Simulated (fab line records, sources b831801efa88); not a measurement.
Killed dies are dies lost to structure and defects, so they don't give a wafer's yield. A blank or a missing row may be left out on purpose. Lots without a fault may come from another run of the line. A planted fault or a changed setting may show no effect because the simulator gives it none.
Split-lot experiment | flow gf180mcu | 5 lots, 23 wafers read, on a route of 602 steps

THE SPLIT
At GF_V3_CMP_04 (polishes SiO2), the setting leave_above_ref_nm was moved away from the recipe's 632.5 nm on 11 of the 23 wafers read, by -5.5% to +3.1%. The other wafers ran this setting at the recipe's value.

FROM THE SPLIT TO THE READING: what the file shows between them, 3 steps
- GF_V3_PEB_12: peb time 90 s (also split here: peb_time_s)
- GF_V3_DEVELOP_13: develop time 60 s
- GF_V3_ETCH_16: etches BARC in N2/H2

THE READING
oes_product_au, in a.u., at GF_V3_ETCH_17 (etches SiO2 in C4F8/O2/Ar, stops on TiN, target depth 635 nm). Fault-free wafers of this fab line usually give 0.856 a.u., standard deviation 0.0046 a.u..

wafer  | tool, chamber at the split | leave_above_ref_nm as run, nm | against the recipe | oes_product_au, a.u. | against lot-mates on the recipe
L076.2 | cmp-02, 3                  | 652.2                         | +3.1%              | 0.868                | +0.010
L076.3 | cmp-02, 1                  | 632.5                         | recipe             | 0.858                | -
L076.4 | cmp-02, 0                  | 632.5                         | recipe             | 0.858                | -
L076.5 | cmp-02, 2                  | 652.2                         | +3.1%              | 0.868                | +0.010
L076.6 | cmp-02, 3                  | 632.5                         | recipe             | 0.858                | -
L079.2 | cmp-01, 2                  | 632.5                         | recipe             | 0.857                | -
L079.3 | cmp-01, 3                  | 632.5                         | recipe             | 0.854                | -
L079.6 | cmp-01, 1                  | 632.5                         | recipe             | 0.847                | -
L082.2 | cmp-02, 2                  | 597.9                         | -5.5%              | 0.822                | -0.035
L082.3 | cmp-02, 3                  | 597.9                         | -5.5%              | 0.822                | -0.035
L082.4 | cmp-02, 1                  | 597.9                         | -5.5%              | 0.831                | -0.026
L082.5 | cmp-02, 0                  | 632.5                         | recipe             | 0.858                | -
L082.6 | cmp-02, 3                  | 632.5                         | recipe             | 0.857                | -
L083.1 | cmp-01, 2                  | 601.9                         | -4.8%              | 0.829                | -0.023
L083.3 | cmp-01, 0                  | 601.9                         | -4.8%              | 0.838                | -0.014
L083.4 | cmp-01, 1                  | 601.9                         | -4.8%              | 0.830                | -0.022
L083.5 | cmp-01, 1                  | 632.5                         | recipe             | 0.848                | -
L083.6 | cmp-01, 2                  | 632.5                         | recipe             | 0.856                | -
L084.1 | cmp-02, 0                  | 606.7                         | -4.1%              | 0.844                | -0.015
L084.3 | cmp-02, 3                  | 606.7                         | -4.1%              | 0.835                | -0.024
L084.4 | cmp-02, 1                  | 632.5                         | recipe             | 0.860                | -
L084.5 | cmp-02, 1                  | 632.5                         | recipe             | 0.859                | -
L084.6 | cmp-02, 0                  | 606.7                         | -4.1%              | 0.841                | -0.018

THE FIT
A straight line over all 23 wafers: oes_product_au changes by +0.00481 a.u. for each +1% of leave_above_ref_nm; r = +0.95; the points scatter about the line by 0.0046 a.u..
The same after taking each lot's own level away (the mean of its wafers on the recipe; 23 wafers): +0.00474 a.u. for each +1%; r = +0.95; scatter 0.0045 a.u..
On that fit, the largest move of leave_above_ref_nm shifts the reading by 0.026 a.u..
The lots' own levels span 0.8520 to 0.8595 a.u., that is 1.6 times the standard deviation above.
So the lot-to-lot level changes the slope little: the two slopes agree.
Check: with one of the wafers moved furthest among these (-5.5%) left out of the fit, the line predicts -0.0255 a.u. for it against its lot-mates. It came out at -0.0355 a.u. against them.

OTHER SPLITS ON THESE WAFERS
These wafers also went through other splits before the reading. Each is held against what the fit with the lots' levels taken away leaves over:
other split on the same wafers  | wafers away from the commonest value | r with oes_product_au (lot level and that fit taken away)
GF_V1_CMP_04 leave_above_ref_nm | 7                                    | -0.44
GF_V1_PEB_12 peb_temp_c         | 8                                    | +0.03
GF_M2_SPUTTER_00 time_s         | 5                                    | -0.04
GF_M2_SPUTTER_04 time_s         | 10                                   | -0.02
GF_M2_EXPOSE_11 dose_mj         | 10                                   | +0.31
GF_V2_CVD_23 temp_c             | 9                                    | -0.12
GF_V3_PEB_12 peb_time_s         | 8                                    | -0.14

THE WHOLE CHAIN: every reading that the file lists as answering this split, in the file's order
step          | what it does                                                 | reading                                                                   | change (the file's fit)                   | r (the file's)
GF_V3_CMP_04  | polishes SiO2                                                | SiO2_of_V3_CVD_02.thk_nm (the simulator's own value, which no gauge read) | +6.21 nm for each +1% of the setting      | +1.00
GF_V3_ETCH_17 | etches SiO2 in C4F8/O2/Ar, stops on TiN, target depth 635 nm | oes_product_au                                                            | +0.00479 a.u. for each +1% of the setting | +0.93
GF_V3_ETCH_17 | etches SiO2 in C4F8/O2/Ar, stops on TiN, target depth 635 nm | V3.feature_depth_nm (the simulator's own value, which no gauge read)      | +6.21 nm for each +1% of the setting      | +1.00

THE FILE'S OWN FIT
oes_product_au changes by +0.00479 a.u. for each +1% of leave_above_ref_nm, r = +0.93.
